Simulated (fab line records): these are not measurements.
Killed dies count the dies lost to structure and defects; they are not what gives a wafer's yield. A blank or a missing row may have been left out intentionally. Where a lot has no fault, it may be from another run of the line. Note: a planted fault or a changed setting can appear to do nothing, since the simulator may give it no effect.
The tool behind it: which one? || flow sky130 || 24 lots with 72 wafers sampled at 5 steps, on a route of 708 steps

WHAT THE GAUGES SHOWED, per wafer
SKY_VIA4_RS_MEAS_19: a four-point-probe measurement.
{"lot": "L074", "measured": "day 42 08:20", "on": "film_metro-03", "VIA4_W_RS (ohm/sq)": "0.2245 0.2254 0.2252"}
{"lot": "L075", "measured": "day 42 20:40", "on": "film_metro-04", "VIA4_W_RS (ohm/sq)": "0.2222 0.2250 0.2277"}
{"lot": "L076", "measured": "day 43 06:59", "on": "film_metro-04", "VIA4_W_RS (ohm/sq)": "0.2214 0.2219 0.2269"}
{"lot": "L077", "measured": "day 43 09:35", "on": "film_metro-04", "VIA4_W_RS (ohm/sq)": "0.2282 0.2269 0.2295"}
{"lot": "L079", "measured": "day 43 22:16", "on": "film_metro-04", "VIA4_W_RS (ohm/sq)": "0.2288 0.2272 0.2278"}
{"lot": "L078", "measured": "day 43 22:56", "on": "film_metro-03", "VIA4_W_RS (ohm/sq)": "0.2277 0.2260 0.2237"}
{"lot": "L080", "measured": "day 44 07:49", "on": "film_metro-02", "VIA4_W_RS (ohm/sq)": "0.2267 0.2277 0.2298"}
{"lot": "L081", "measured": "day 44 18:02", "on": "film_metro-04", "VIA4_W_RS (ohm/sq)": "0.2249 0.2266 0.2251"}
{"lot": "L082", "measured": "day 44 20:37", "on": "film_metro-02", "VIA4_W_RS (ohm/sq)": "0.2251 0.2263 0.2249"}
{"lot": "L083", "measured": "day 45 01:50", "on": "film_metro-04", "VIA4_W_RS (ohm/sq)": "0.2230 0.2259 0.2263"}
{"lot": "L084", "measured": "day 45 13:04", "on": "film_metro-04", "VIA4_W_RS (ohm/sq)": "0.2283 0.2286 0.2262"}
{"lot": "L085", "measured": "day 45 19:43", "on": "film_metro-03", "VIA4_W_RS (ohm/sq)": "0.2305 0.2279 0.2281"}
{"lot": "L086", "measured": "day 45 23:24", "on": "film_metro-04", "VIA4_W_RS (ohm/sq)": "0.2259 0.2248 0.2280"}
{"lot": "L087", "measured": "day 46 01:47", "on": "film_metro-02", "VIA4_W_RS (ohm/sq)": "0.2256 0.2253 0.2295"}
{"lot": "L088", "measured": "day 46 11:58", "on": "film_metro-02", "VIA4_W_RS (ohm/sq)": "0.2203 0.2255 0.2278"}
{"lot": "L089", "measured": "day 46 12:17", "on": "film_metro-04", "VIA4_W_RS (ohm/sq)": "0.2259 0.2270 0.2279"}
{"lot": "L090", "measured": "day 47 02:53", "on": "film_metro-04", "VIA4_W_RS (ohm/sq)": "0.2280 0.2276 0.2276"}
{"lot": "L091", "measured": "day 47 05:27", "on": "film_metro-04", "VIA4_W_RS (ohm/sq)": "0.2262 0.2229 0.2262"}
{"lot": "L092", "measured": "day 47 07:05", "on": "film_metro-04", "VIA4_W_RS (ohm/sq)": "0.2245 0.2240 0.2257"}
{"lot": "L093", "measured": "day 47 11:04", "on": "film_metro-04", "VIA4_W_RS (ohm/sq)": "0.2267 0.2277 0.2269"}
{"lot": "L094", "measured": "day 47 22:07", "on": "film_metro-04", "VIA4_W_RS (ohm/sq)": "0.2268 0.2279 0.2266"}
{"lot": "L096", "measured": "day 48 04:15", "on": "film_metro-04", "VIA4_W_RS (ohm/sq)": "0.2300 0.2275 0.2277"}
{"lot": "L095", "measured": "day 48 10:10", "on": "film_metro-03", "VIA4_W_RS (ohm/sq)": "0.2272 0.2184 0.2233"}
{"lot": "L097", "measured": "day 48 16:01", "on": "film_metro-03", "VIA4_W_RS (ohm/sq)": "0.2294 0.2265 0.2279"}

WHICH TOOL RAN EACH LOT (tool, then ch and the chambers of the sampled wafers, then the start)
{"lot": "L074", "SKY_VIA3_CMP_24": "cmp-02 ch 0,3, day 39 04:57", "SKY_METAL4_SPUTTER_02": "pvd_sputter-03, day 39 05:18", "SKY_CAP2M_SPUTTER_02": "pvd_sputter-01, day 39 05:29", "SKY_VIA4_STRIP_13": "plasma_asher-03 ch 0,1, day 42 07:29"}
{"lot": "L075", "SKY_VIA3_CMP_24": "cmp-01 ch 0,2, day 39 17:08", "SKY_METAL4_SPUTTER_02": "pvd_sputter-04, day 39 17:26", "SKY_CAP2M_SPUTTER_02": "pvd_sputter-01, day 39 17:37", "SKY_VIA4_STRIP_13": "plasma_asher-03 ch 0,1, day 42 19:42"}
{"lot": "L076", "SKY_VIA3_CMP_24": "cmp-02 ch 1,2,3, day 40 04:04", "SKY_METAL4_SPUTTER_02": "pvd_sputter-03, day 40 04:25", "SKY_CAP2M_SPUTTER_02": "pvd_sputter-04, day 40 04:36", "SKY_VIA4_STRIP_13": "plasma_asher-03 ch 0,1, day 43 06:06"}
{"lot": "L077", "SKY_VIA3_CMP_24": "cmp-02 ch 0,1,3, day 40 08:06", "SKY_METAL4_SPUTTER_02": "pvd_sputter-03, day 40 08:27", "SKY_CAP2M_SPUTTER_02": "pvd_sputter-04, day 40 08:38", "SKY_VIA4_STRIP_13": "plasma_asher-01 ch 0,1, day 43 08:44"}
{"lot": "L079", "SKY_VIA3_CMP_24": "cmp-01 ch 1,2, day 40 21:03", "SKY_METAL4_SPUTTER_02": "pvd_sputter-04, day 40 21:24", "SKY_CAP2M_SPUTTER_02": "pvd_sputter-01, day 40 21:35", "SKY_VIA4_STRIP_13": "plasma_asher-03 ch 0,1, day 43 21:24"}
{"lot": "L078", "SKY_VIA3_CMP_24": "cmp-02 ch 0,1,3, day 40 21:10", "SKY_METAL4_SPUTTER_02": "pvd_sputter-02, day 40 21:31", "SKY_CAP2M_SPUTTER_02": "pvd_sputter-03, day 40 21:42", "SKY_VIA4_STRIP_13": "plasma_asher-02 ch 0,1, day 43 22:00"}
{"lot": "L080", "SKY_VIA3_CMP_24": "cmp-01 ch 0,1,2, day 41 05:41", "SKY_METAL4_SPUTTER_02": "pvd_sputter-02, day 41 06:02", "SKY_CAP2M_SPUTTER_02": "pvd_sputter-01, day 41 06:14", "SKY_VIA4_STRIP_13": "plasma_asher-01 ch 0,1, day 44 06:57"}
{"lot": "L081", "SKY_VIA3_CMP_24": "cmp-02 ch 0,2,3, day 41 17:23", "SKY_METAL4_SPUTTER_02": "pvd_sputter-03, day 41 17:44", "SKY_CAP2M_SPUTTER_02": "pvd_sputter-04, day 41 17:55", "SKY_VIA4_STRIP_13": "plasma_asher-03 ch 0,1, day 44 17:11"}
{"lot": "L082", "SKY_VIA3_CMP_24": "cmp-01 ch 0,1,2, day 41 18:59", "SKY_METAL4_SPUTTER_02": "pvd_sputter-03, day 41 19:17", "SKY_CAP2M_SPUTTER_02": "pvd_sputter-01, day 41 19:28", "SKY_VIA4_STRIP_13": "plasma_asher-03 ch 0,1, day 44 19:48"}
{"lot": "L083", "SKY_VIA3_CMP_24": "cmp-01 ch 0,2,3, day 42 00:23", "SKY_METAL4_SPUTTER_02": "pvd_sputter-03, day 42 00:41", "SKY_CAP2M_SPUTTER_02": "pvd_sputter-01, day 42 00:52", "SKY_VIA4_STRIP_13": "plasma_asher-02 ch 0,1, day 45 01:02"}
{"lot": "L084", "SKY_VIA3_CMP_24": "cmp-02 ch 0,2,3, day 42 14:59", "SKY_METAL4_SPUTTER_02": "pvd_sputter-03, day 42 15:17", "SKY_CAP2M_SPUTTER_02": "pvd_sputter-01, day 42 15:29", "SKY_VIA4_STRIP_13": "plasma_asher-01 ch 0,1, day 45 12:11"}
{"lot": "L085", "SKY_VIA3_CMP_24": "cmp-01 ch 2,3, day 42 20:39", "SKY_METAL4_SPUTTER_02": "pvd_sputter-04, day 42 21:00", "SKY_CAP2M_SPUTTER_02": "pvd_sputter-03, day 42 21:11", "SKY_VIA4_STRIP_13": "plasma_asher-03 ch 0,1, day 45 18:29"}
{"lot": "L086", "SKY_VIA3_CMP_24": "cmp-01 ch 0,2,3, day 43 02:04", "SKY_METAL4_SPUTTER_02": "pvd_sputter-02, day 43 02:19", "SKY_CAP2M_SPUTTER_02": "pvd_sputter-01, day 43 02:31", "SKY_VIA4_STRIP_13": "plasma_asher-02 ch 0,1, day 45 22:32"}
{"lot": "L087", "SKY_VIA3_CMP_24": "cmp-01 ch 1,2, day 43 04:29", "SKY_METAL4_SPUTTER_02": "pvd_sputter-04, day 43 04:50", "SKY_CAP2M_SPUTTER_02": "pvd_sputter-01, day 43 05:02", "SKY_VIA4_STRIP_13": "plasma_asher-01 ch 0,1, day 46 00:58"}
{"lot": "L088", "SKY_VIA3_CMP_24": "cmp-02 ch 0,1,2, day 43 16:39", "SKY_METAL4_SPUTTER_02": "pvd_sputter-03, day 43 17:00", "SKY_CAP2M_SPUTTER_02": "pvd_sputter-04, day 43 17:11", "SKY_VIA4_STRIP_13": "plasma_asher-02 ch 0,1, day 46 11:09"}
{"lot": "L089", "SKY_VIA3_CMP_24": "cmp-01 ch 0,3, day 43 17:00", "SKY_METAL4_SPUTTER_02": "pvd_sputter-02, day 43 17:21", "SKY_CAP2M_SPUTTER_02": "pvd_sputter-01, day 43 17:32", "SKY_VIA4_STRIP_13": "plasma_asher-01 ch 0,1, day 46 11:27"}
{"lot": "L090", "SKY_VIA3_CMP_24": "cmp-02 ch 0,2,3, day 44 08:35", "SKY_METAL4_SPUTTER_02": "pvd_sputter-02, day 44 08:50", "SKY_CAP2M_SPUTTER_02": "pvd_sputter-01, day 44 09:01", "SKY_VIA4_STRIP_13": "plasma_asher-01 ch 0,1, day 47 02:05"}
{"lot": "L091", "SKY_VIA3_CMP_24": "cmp-01 ch 1,2,3, day 44 11:05", "SKY_METAL4_SPUTTER_02": "pvd_sputter-04, day 44 11:26", "SKY_CAP2M_SPUTTER_02": "pvd_sputter-01, day 44 11:37", "SKY_VIA4_STRIP_13": "plasma_asher-02 ch 0,1, day 47 04:38"}
{"lot": "L092", "SKY_VIA3_CMP_24": "cmp-01 ch 1,2,3, day 44 13:19", "SKY_METAL4_SPUTTER_02": "pvd_sputter-03, day 44 13:40", "SKY_CAP2M_SPUTTER_02": "pvd_sputter-01, day 44 13:52", "SKY_VIA4_STRIP_13": "plasma_asher-01 ch 0,1, day 47 06:14"}
{"lot": "L093", "SKY_VIA3_CMP_24": "cmp-02 ch 1,2,3, day 44 19:04", "SKY_METAL4_SPUTTER_02": "pvd_sputter-02, day 44 19:25", "SKY_CAP2M_SPUTTER_02": "pvd_sputter-04, day 44 19:36", "SKY_VIA4_STRIP_13": "plasma_asher-01 ch 0,1, day 47 10:14"}
{"lot": "L094", "SKY_VIA3_CMP_24": "cmp-01 ch 0,2,3, day 45 05:49", "SKY_METAL4_SPUTTER_02": "pvd_sputter-04, day 45 06:04", "SKY_CAP2M_SPUTTER_02": "pvd_sputter-03, day 45 06:15", "SKY_VIA4_STRIP_13": "plasma_asher-01 ch 0,1, day 47 21:11"}
{"lot": "L096", "SKY_VIA3_CMP_24": "cmp-01 ch 0,2, day 45 12:16", "SKY_METAL4_SPUTTER_02": "pvd_sputter-03, day 45 12:36", "SKY_CAP2M_SPUTTER_02": "pvd_sputter-04, day 45 12:47", "SKY_VIA4_STRIP_13": "plasma_asher-03 ch 0,1, day 48 03:24"}
{"lot": "L095", "SKY_VIA3_CMP_24": "cmp-01 ch 0,1,3, day 45 18:52", "SKY_METAL4_SPUTTER_02": "pvd_sputter-03, day 45 19:13", "SKY_CAP2M_SPUTTER_02": "pvd_sputter-01, day 45 19:24", "SKY_VIA4_STRIP_13": "plasma_asher-03 ch 0,1, day 48 09:20"}
{"lot": "L097", "SKY_VIA3_CMP_24": "cmp-02 ch 0,1,3, day 46 01:40", "SKY_METAL4_SPUTTER_02": "pvd_sputter-03, day 46 01:55", "SKY_CAP2M_SPUTTER_02": "pvd_sputter-04, day 46 02:07", "SKY_VIA4_STRIP_13": "plasma_asher-01 ch 0,1, day 48 15:11"}
- SKY_VIA3_CMP_24: polishes, stops on SiO2, t overpolish 20 s, target thk 0 nm.
- SKY_METAL4_SPUTTER_02: material AlCu, target thk 735 nm, time 39.1 s.
- SKY_CAP2M_SPUTTER_02: material TiN, target thk 200 nm, time 166.7 s.
- SKY_VIA4_STRIP_13: strips in O2/N2.

AS READ BY THE TOOLS THEMSELVES (means over the sampled wafers that have a number; for cases with no such wafer, the mark the record gives instead)
SKY_VIA3_CMP_24.
{"lot": "L074", "tool": "cmp-02", "motor_current_A (A)": 10.5, "overpolish_run_s (s)": 20.007, "retaining_ring_pressure_frac": 0.996, "time_to_endpoint_s (s)": 98}
{"lot": "L075", "tool": "cmp-01", "motor_current_A (A)": 10.9, "overpolish_run_s (s)": 19.992, "retaining_ring_pressure_frac": 1.000, "time_to_endpoint_s (s)": 93}
{"lot": "L076", "tool": "cmp-02", "motor_current_A (A)": 10.2, "overpolish_run_s (s)": 20.007, "retaining_ring_pressure_frac": 0.997, "time_to_endpoint_s (s)": 98}
{"lot": "L077", "tool": "cmp-02", "motor_current_A (A)": 10.0, "overpolish_run_s (s)": 19.998, "retaining_ring_pressure_frac": 1.001, "time_to_endpoint_s (s)": 95}
{"lot": "L079", "tool": "cmp-01", "motor_current_A (A)": 10.2, "overpolish_run_s (s)": 19.996, "retaining_ring_pressure_frac": 0.995, "time_to_endpoint_s (s)": 95}
{"lot": "L078", "tool": "cmp-02", "motor_current_A (A)": 10.3, "overpolish_run_s (s)": 20.001, "retaining_ring_pressure_frac": 1.000, "time_to_endpoint_s (s)": 100}
{"lot": "L080", "tool": "cmp-01", "motor_current_A (A)": 10.6, "overpolish_run_s (s)": 19.999, "retaining_ring_pressure_frac": 1.004, "time_to_endpoint_s (s)": 91}
{"lot": "L081", "tool": "cmp-02", "motor_current_A (A)": 10.9, "overpolish_run_s (s)": 20.000, "retaining_ring_pressure_frac": 1.001, "time_to_endpoint_s (s)": 100}
{"lot": "L082", "tool": "cmp-01", "motor_current_A (A)": 10.7, "overpolish_run_s (s)": 20.004, "retaining_ring_pressure_frac": 0.997, "time_to_endpoint_s (s)": 98}
{"lot": "L083", "tool": "cmp-01", "motor_current_A (A)": 10.5, "overpolish_run_s (s)": 20.004, "retaining_ring_pressure_frac": 1.002, "time_to_endpoint_s (s)": 89}
{"lot": "L084", "tool": "cmp-02", "motor_current_A (A)": 10.9, "overpolish_run_s (s)": 20.006, "retaining_ring_pressure_frac": 0.998, "time_to_endpoint_s (s)": 91}
{"lot": "L085", "tool": "cmp-01", "motor_current_A (A)": 9.7, "overpolish_run_s (s)": 20.003, "retaining_ring_pressure_frac": 0.999, "time_to_endpoint_s (s)": 95}
{"lot": "L086", "tool": "cmp-01", "motor_current_A (A)": 10.3, "overpolish_run_s (s)": 19.997, "retaining_ring_pressure_frac": 0.999, "time_to_endpoint_s (s)": 94}
{"lot": "L087", "tool": "cmp-01", "motor_current_A (A)": 10.4, "overpolish_run_s (s)": 20.000, "retaining_ring_pressure_frac": 1.002, "time_to_endpoint_s (s)": 88}
{"lot": "L088", "tool": "cmp-02", "motor_current_A (A)": 10.8, "overpolish_run_s (s)": 20.000, "retaining_ring_pressure_frac": 0.995, "time_to_endpoint_s (s)": 95}
{"lot": "L089", "tool": "cmp-01", "motor_current_A (A)": 11.1, "overpolish_run_s (s)": 19.997, "retaining_ring_pressure_frac": 0.995, "time_to_endpoint_s (s)": 89}
{"lot": "L090", "tool": "cmp-02", "motor_current_A (A)": 10.4, "overpolish_run_s (s)": 20.001, "retaining_ring_pressure_frac": 1.000, "time_to_endpoint_s (s)": 93}
{"lot": "L091", "tool": "cmp-01", "motor_current_A (A)": 9.9, "overpolish_run_s (s)": 20.011, "retaining_ring_pressure_frac": 1.001, "time_to_endpoint_s (s)": 89}
{"lot": "L092", "tool": "cmp-01", "motor_current_A (A)": 9.9, "overpolish_run_s (s)": 20.003, "retaining_ring_pressure_frac": 1.002, "time_to_endpoint_s (s)": 92}
{"lot": "L093", "tool": "cmp-02", "motor_current_A (A)": 10.7, "overpolish_run_s (s)": 20.005, "retaining_ring_pressure_frac": 1.001, "time_to_endpoint_s (s)": 93}
{"lot": "L094", "tool": "cmp-01", "motor_current_A (A)": 10.6, "overpolish_run_s (s)": 20.003, "retaining_ring_pressure_frac": 0.999, "time_to_endpoint_s (s)": 93}
{"lot": "L096", "tool": "cmp-01", "motor_current_A (A)": 11.3, "overpolish_run_s (s)": 20.011, "retaining_ring_pressure_frac": 0.999, "time_to_endpoint_s (s)": 97}
{"lot": "L095", "tool": "cmp-01", "motor_current_A (A)": 10.7, "overpolish_run_s (s)": 19.997, "retaining_ring_pressure_frac": 0.999, "time_to_endpoint_s (s)": 93}
{"lot": "L097", "tool": "cmp-02", "motor_current_A (A)": 10.0, "overpolish_run_s (s)": 19.997, "retaining_ring_pressure_frac": 0.999, "time_to_endpoint_s (s)": 92}

SKY_METAL4_SPUTTER_02.
{"lot": "L074", "tool": "pvd_sputter-03", "throttle_valve_pct (%)": 31.4}
{"lot": "L075", "tool": "pvd_sputter-04", "throttle_valve_pct (%)": 30.0}
{"lot": "L076", "tool": "pvd_sputter-03", "throttle_valve_pct (%)": 31.1}
{"lot": "L077", "tool": "pvd_sputter-03", "throttle_valve_pct (%)": 30.6}
{"lot": "L079", "tool": "pvd_sputter-04", "throttle_valve_pct (%)": 30.5}
{"lot": "L078", "tool": "pvd_sputter-02", "throttle_valve_pct (%)": 28.9}
{"lot": "L080", "tool": "pvd_sputter-02", "throttle_valve_pct (%)": 29.7}
{"lot": "L081", "tool": "pvd_sputter-03", "throttle_valve_pct (%)": 30.0}
{"lot": "L082", "tool": "pvd_sputter-03", "throttle_valve_pct (%)": 30.9}
{"lot": "L083", "tool": "pvd_sputter-03", "throttle_valve_pct (%)": 31.3}
{"lot": "L084", "tool": "pvd_sputter-03", "throttle_valve_pct (%)": 29.9}
{"lot": "L085", "tool": "pvd_sputter-04", "throttle_valve_pct (%)": 30.6}
{"lot": "L086", "tool": "pvd_sputter-02", "throttle_valve_pct (%)": 29.5}
{"lot": "L087", "tool": "pvd_sputter-04", "throttle_valve_pct (%)": 30.0}
{"lot": "L088", "tool": "pvd_sputter-03", "throttle_valve_pct (%)": 29.1}
{"lot": "L089", "tool": "pvd_sputter-02", "throttle_valve_pct (%)": 29.8}
{"lot": "L090", "tool": "pvd_sputter-02", "throttle_valve_pct (%)": 28.9}
{"lot": "L091", "tool": "pvd_sputter-04", "throttle_valve_pct (%)": 30.4}
{"lot": "L092", "tool": "pvd_sputter-03", "throttle_valve_pct (%)": 31.2}
{"lot": "L093", "tool": "pvd_sputter-02", "throttle_valve_pct (%)": 29.5}
{"lot": "L094", "tool": "pvd_sputter-04", "throttle_valve_pct (%)": 30.4}
{"lot": "L096", "tool": "pvd_sputter-03", "throttle_valve_pct (%)": 30.6}
{"lot": "L095", "tool": "pvd_sputter-03", "throttle_valve_pct (%)": 29.7}
{"lot": "L097", "tool": "pvd_sputter-03", "throttle_valve_pct (%)": 31.2}

SKY_CAP2M_SPUTTER_02.
{"lot": "L074", "tool": "pvd_sputter-01", "susceptor_temp_C (C)": 300.09, "throttle_valve_pct (%)": 29.5}
{"lot": "L075", "tool": "pvd_sputter-01", "susceptor_temp_C (C)": 299.89, "throttle_valve_pct (%)": 30.2}
{"lot": "L076", "tool": "pvd_sputter-04", "susceptor_temp_C (C)": 300.00, "throttle_valve_pct (%)": 30.3}
{"lot": "L077", "tool": "pvd_sputter-04", "susceptor_temp_C (C)": 299.99, "throttle_valve_pct (%)": 30.3}
{"lot": "L079", "tool": "pvd_sputter-01", "susceptor_temp_C (C)": 300.02, "throttle_valve_pct (%)": 30.7}
{"lot": "L078", "tool": "pvd_sputter-03", "susceptor_temp_C (C)": 299.98, "throttle_valve_pct (%)": 29.6}
{"lot": "L080", "tool": "pvd_sputter-01", "susceptor_temp_C (C)": 299.97, "throttle_valve_pct (%)": 29.9}
{"lot": "L081", "tool": "pvd_sputter-04", "susceptor_temp_C (C)": 300.04, "throttle_valve_pct (%)": 30.3}
{"lot": "L082", "tool": "pvd_sputter-01", "susceptor_temp_C (C)": 299.88, "throttle_valve_pct (%)": 30.4}
{"lot": "L083", "tool": "pvd_sputter-01", "susceptor_temp_C (C)": 299.79, "throttle_valve_pct (%)": 30.7}
{"lot": "L084", "tool": "pvd_sputter-01", "susceptor_temp_C (C)": 300.04, "throttle_valve_pct (%)": 30.1}
{"lot": "L085", "tool": "pvd_sputter-03", "susceptor_temp_C (C)": 299.87, "throttle_valve_pct (%)": 30.5}
{"lot": "L086", "tool": "pvd_sputter-01", "susceptor_temp_C (C)": 300.00, "throttle_valve_pct (%)": 30.1}
{"lot": "L087", "tool": "pvd_sputter-01", "susceptor_temp_C (C)": 299.87, "throttle_valve_pct (%)": 30.4}
{"lot": "L088", "tool": "pvd_sputter-04", "susceptor_temp_C (C)": 300.01, "throttle_valve_pct (%)": 30.1}
{"lot": "L089", "tool": "pvd_sputter-01", "susceptor_temp_C (C)": 299.86, "throttle_valve_pct (%)": 30.9}
{"lot": "L090", "tool": "pvd_sputter-01", "susceptor_temp_C (C)": 300.08, "throttle_valve_pct (%)": 30.1}
{"lot": "L091", "tool": "pvd_sputter-01", "susceptor_temp_C (C)": 299.72, "throttle_valve_pct (%)": 30.0}
{"lot": "L092", "tool": "pvd_sputter-01", "susceptor_temp_C (C)": 300.08, "throttle_valve_pct (%)": 29.8}
{"lot": "L093", "tool": "pvd_sputter-04", "susceptor_temp_C (C)": 300.02, "throttle_valve_pct (%)": 29.9}
{"lot": "L094", "tool": "pvd_sputter-03", "susceptor_temp_C (C)": 299.97, "throttle_valve_pct (%)": 31.1}
{"lot": "L096", "tool": "pvd_sputter-04", "susceptor_temp_C (C)": 299.85, "throttle_valve_pct (%)": 30.4}
{"lot": "L095", "tool": "pvd_sputter-01", "susceptor_temp_C (C)": 299.93, "throttle_valve_pct (%)": 30.1}
{"lot": "L097", "tool": "pvd_sputter-04", "susceptor_temp_C (C)": 299.92, "throttle_valve_pct (%)": 29.6}

SKY_VIA4_STRIP_13.
{"lot": "L074", "tool": "plasma_asher-03", "drypump_motor_current_A (A)": 5.78, "oes_product_au (a.u.)": 0.706, "strip_time_to_endpoint_s (s)": 12.828}
{"lot": "L075", "tool": "plasma_asher-03", "drypump_motor_current_A (A)": 5.78, "oes_product_au (a.u.)": 0.709, "strip_time_to_endpoint_s (s)": 12.800}
{"lot": "L076", "tool": "plasma_asher-03", "drypump_motor_current_A (A)": 5.77, "oes_product_au (a.u.)": 0.712, "strip_time_to_endpoint_s (s)": 12.792}
{"lot": "L077", "tool": "plasma_asher-01", "drypump_motor_current_A (A)": 5.77, "oes_product_au (a.u.)": 0.709, "strip_time_to_endpoint_s (s)": 12.811}
{"lot": "L079", "tool": "plasma_asher-03", "drypump_motor_current_A (A)": 5.66, "oes_product_au (a.u.)": 0.708, "strip_time_to_endpoint_s (s)": 12.798}
{"lot": "L078", "tool": "plasma_asher-02", "drypump_motor_current_A (A)": 5.64, "oes_product_au (a.u.)": 0.706, "strip_time_to_endpoint_s (s)": 12.791}
{"lot": "L080", "tool": "plasma_asher-01", "drypump_motor_current_A (A)": 5.63, "oes_product_au (a.u.)": 0.707, "strip_time_to_endpoint_s (s)": 12.811}
{"lot": "L081", "tool": "plasma_asher-03", "drypump_motor_current_A (A)": 5.78, "oes_product_au (a.u.)": 0.709, "strip_time_to_endpoint_s (s)": 12.779}
{"lot": "L082", "tool": "plasma_asher-03", "drypump_motor_current_A (A)": 5.79, "oes_product_au (a.u.)": 0.709, "strip_time_to_endpoint_s (s)": 12.797}
{"lot": "L083", "tool": "plasma_asher-02", "drypump_motor_current_A (A)": 5.63, "oes_product_au (a.u.)": 0.704, "strip_time_to_endpoint_s (s)": 12.774}
{"lot": "L084", "tool": "plasma_asher-01", "drypump_motor_current_A (A)": 5.78, "oes_product_au (a.u.)": 0.707, "strip_time_to_endpoint_s (s)": 12.749}
{"lot": "L085", "tool": "plasma_asher-03", "drypump_motor_current_A (A)": 5.79, "oes_product_au (a.u.)": 0.709, "strip_time_to_endpoint_s (s)": 12.800}
{"lot": "L086", "tool": "plasma_asher-02", "drypump_motor_current_A (A)": 5.62, "oes_product_au (a.u.)": 0.707, "strip_time_to_endpoint_s (s)": 12.790}
{"lot": "L087", "tool": "plasma_asher-01", "drypump_motor_current_A (A)": 5.79, "oes_product_au (a.u.)": 0.705, "strip_time_to_endpoint_s (s)": 12.788}
{"lot": "L088", "tool": "plasma_asher-02", "drypump_motor_current_A (A)": 5.65, "oes_product_au (a.u.)": 0.709, "strip_time_to_endpoint_s (s)": 12.785}
{"lot": "L089", "tool": "plasma_asher-01", "drypump_motor_current_A (A)": 5.63, "oes_product_au (a.u.)": 0.707, "strip_time_to_endpoint_s (s)": 12.787}
{"lot": "L090", "tool": "plasma_asher-01", "drypump_motor_current_A (A)": 5.78, "oes_product_au (a.u.)": 0.711, "strip_time_to_endpoint_s (s)": 12.817}
{"lot": "L091", "tool": "plasma_asher-02", "drypump_motor_current_A (A)": 5.64, "oes_product_au (a.u.)": 0.702, "strip_time_to_endpoint_s (s)": 12.794}
{"lot": "L092", "tool": "plasma_asher-01", "drypump_motor_current_A (A)": 5.62, "oes_product_au (a.u.)": 0.705, "strip_time_to_endpoint_s (s)": 12.773}
{"lot": "L093", "tool": "plasma_asher-01", "drypump_motor_current_A (A)": 5.63, "oes_product_au (a.u.)": 0.708, "strip_time_to_endpoint_s (s)": 12.816}
{"lot": "L094", "tool": "plasma_asher-01", "drypump_motor_current_A (A)": 5.77, "oes_product_au (a.u.)": 0.714, "strip_time_to_endpoint_s (s)": 12.807}
{"lot": "L096", "tool": "plasma_asher-03", "drypump_motor_current_A (A)": 5.80, "oes_product_au (a.u.)": 0.711, "strip_time_to_endpoint_s (s)": 12.826}
{"lot": "L095", "tool": "plasma_asher-03", "drypump_motor_current_A (A)": 5.65, "oes_product_au (a.u.)": 0.712, "strip_time_to_endpoint_s (s)": 12.777}
{"lot": "L097", "tool": "plasma_asher-01", "drypump_motor_current_A (A)": 5.61, "oes_product_au (a.u.)": 0.712, "strip_time_to_endpoint_s (s)": 12.802}

THE ANSWER, worked out from the rows above alone
Rule: the usual values come from the lots themselves. The widest of any qualifying gaps counts: lots, ordered by their means at a reading, are off when they make up no more than a third of the lots, leave a main group of 4 or more, and stand apart from it by 3 or more times the standard deviation of that group's means. Not used: any main group whose means are identical at the precision the tables above print for the reading. A lot without any number at a reading at which 4 lots or more have one is off too. Where the step has rows for the other lots, those lots are counted as sound. First the gauges in route order, then the tools' own readings, where a lot's mean is used as printed above. The first step at which some lot is off is used, and at that step the reading that is off furthest; a lot without a number counts as furthest.
No lot is off at any reading shown: from this, nothing can be told.

WHAT WAS PUT IN BY THE SIMULATOR
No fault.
